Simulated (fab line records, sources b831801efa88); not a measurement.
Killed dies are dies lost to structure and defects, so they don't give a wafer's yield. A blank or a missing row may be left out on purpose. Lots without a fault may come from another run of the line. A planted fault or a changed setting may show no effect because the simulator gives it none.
Chamber matching | flow sky130 | SKY_LI_CONTACT_CMP_24 on cmp-02: 4 sister chambers
The step polishes, stops on PSG, t overpolish 20 s, target thk 0 nm. 4 wafers are shown with their chamber, then 12 later ones without.

WAFERS WITH THEIR CHAMBER
wafer  | chamber | motor_current_A (A)
L086.6 | 3       | 13.4
L090.2 | 2       | 9.3
L090.3 | 1       | 10.1
L090.4 | 0       | 10.6

WAFERS WITHOUT THEIR CHAMBER
wafer  | motor_current_A (A)
L092.1 | 10.8
L092.3 | 13.1
L092.6 | 13.0
L093.1 | 10.3
L093.2 | 10.0
L093.3 | 9.0
L094.4 | 10.1
L094.5 | 9.7
L094.6 | 10.5
L097.2 | 10.9
L097.4 | 10.0
L097.6 | 10.9

WHICH CHAMBER EACH WENT THROUGH
wafer  | from the rows above          | in truth
L092.1 | can't be placed: 0 or 1      | 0
L092.3 | 3                            | 3
L092.6 | 3                            | 3
L093.1 | can't be placed: 1 or 0      | 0
L093.2 | can't be placed: 1 or 0      | 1
L093.3 | 2                            | 2
L094.4 | can't be placed: 1 or 0      | 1
L094.5 | can't be placed: 2 or 1 or 0 | 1
L094.6 | can't be placed: 0 or 1      | 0
L097.2 | can't be placed: 0 or 1      | 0
L097.4 | can't be placed: 1 or 0      | 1
L097.6 | can't be placed: 0 or 1      | 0
Placed correctly: 3 of 12. Can't be placed from these rows: 9 (the true chamber is among the candidates in 9). Placed wrongly: 0.
How it was worked out, from the rows above alone: a wafer's distance from a chamber is the root of the sum, over the readings, of the square of ((its reading less the chamber's mean) divided by the reading's scatter). The wafer belongs to the nearest chamber; if the next one is less than 2 further off, it can't be placed. A chamber's mean is the mean of its shown wafers. The scatter: with one shown wafer a chamber, the root of the mean of the squares of how far each hidden wafer lies from its nearest shown one.
